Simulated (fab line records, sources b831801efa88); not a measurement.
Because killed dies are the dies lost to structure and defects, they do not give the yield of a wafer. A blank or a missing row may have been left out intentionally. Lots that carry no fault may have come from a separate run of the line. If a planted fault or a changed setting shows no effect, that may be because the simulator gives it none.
2 desks looking at one fault || flow gf180mcu || each desk has only its own numbers; what lay behind them comes last

## AT THE METROLOGY DESK
What the gauges read for every lot (on any tool): the sampled wafers with a number, averaged. A lot is out of limits, marked OUT, if its mean lies more than 4 standard deviations from the usual mean; the brackets give that distance.
Columns: A = cdNm at GF_V5_CD_MEAS_14, usual 259.7 nm; B = TOP_METAL_ALCU_THK at GF_TOP_METAL_THK_MEAS_06, usual 899 nm
{"lot": "L908", "first seen here": "day 27 14:12", "A": 259.5, "B": 894}
{"lot": "L910", "first seen here": "day 28 04:13", "A": 258.9, "B": 911}
{"lot": "L912", "first seen here": "day 28 14:35", "A": 259.7, "B": 907}
{"lot": "L913", "first seen here": "day 28 19:05", "A": 260.5, "B": 893}
{"lot": "L916", "first seen here": "day 30 00:34", "A": 260.5, "B": 906}
{"lot": "L919", "first seen here": "day 30 19:21", "A": 259.5, "B": 897}
{"lot": "L922", "first seen here": "day 31 22:19", "A": 261.1, "B": 903}
{"lot": "L925", "first seen here": "day 32 07:13", "A": 260.3, "B": 903}
{"lot": "L927", "first seen here": "day 32 23:28", "A": 259.7, "B": 902}
{"lot": "L929", "first seen here": "day 33 02:05", "A": 257.3, "B": 897}
{"lot": "L928", "first seen here": "day 33 03:47", "A": 260.7, "B": 908}
{"lot": "L930", "first seen here": "day 33 11:56", "A": 259.0, "B": 894}
{"lot": "L931", "first seen here": "day 33 17:13", "A": 259.2, "B": 891}
This desk's verdict: no lot among the 13 shows anything out of limits.

## AT THE TOOL OWNER'S DESK: pvdSputter-02
The tool's own readings at GF_TOP_METAL_SPUTTER_01 (material TiN, target thk 30 nm, time 25 s): means of the sampled wafers that have a number, for each lot that ran on this tool. A lot is out of limits, marked OUT, if its mean lies more than 4 standard deviations from the usual mean; the brackets give that distance.
Columns: A = cathodeDcPowerW at GF_TOP_METAL_SPUTTER_01, usual 6500.1 W; B = throttleValvePct at GF_TOP_METAL_SPUTTER_01, usual 29.8 %
{"lot": "L908", "first seen here": "day 27 15:52", "A": 6500.9, "B": 31.2}
{"lot": "L916", "first seen here": "day 30 02:11", "A": "6905.3 (+99 or more) OUT", "B": 30.9}
{"lot": "L929", "first seen here": "day 33 03:43", "A": 6499.4, "B": 30.6}
{"lot": "L928", "first seen here": "day 33 05:27", "A": 6501.3, "B": 31.0}
This desk finds L916 out of limits, L916 being first, at day 30 02:11 (cathodeDcPowerW at GF_TOP_METAL_SPUTTER_01). L908, L929, L928: within limits.

## BROUGHT TOGETHER
On L916, at day 30 02:11, an alarm was possible from the tool owner's desk.
From the metrology desk's view, nothing was out of limits.
The metrology desk holds a record of L916, inside its limits.
All the named lots went through GF_TOP_METAL_SPUTTER_01 on pvdSputter-02.

## WHAT THE SIMULATOR HAD INSERTED
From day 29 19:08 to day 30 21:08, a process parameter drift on pvdSputter-02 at GF_TOP_METAL_SPUTTER_01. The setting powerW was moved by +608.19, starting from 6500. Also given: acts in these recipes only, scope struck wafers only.
Shown lots that were struck: L916.
Each desk's first reading out of limits, in hours after the fault started: the tool owner's desk, 7.
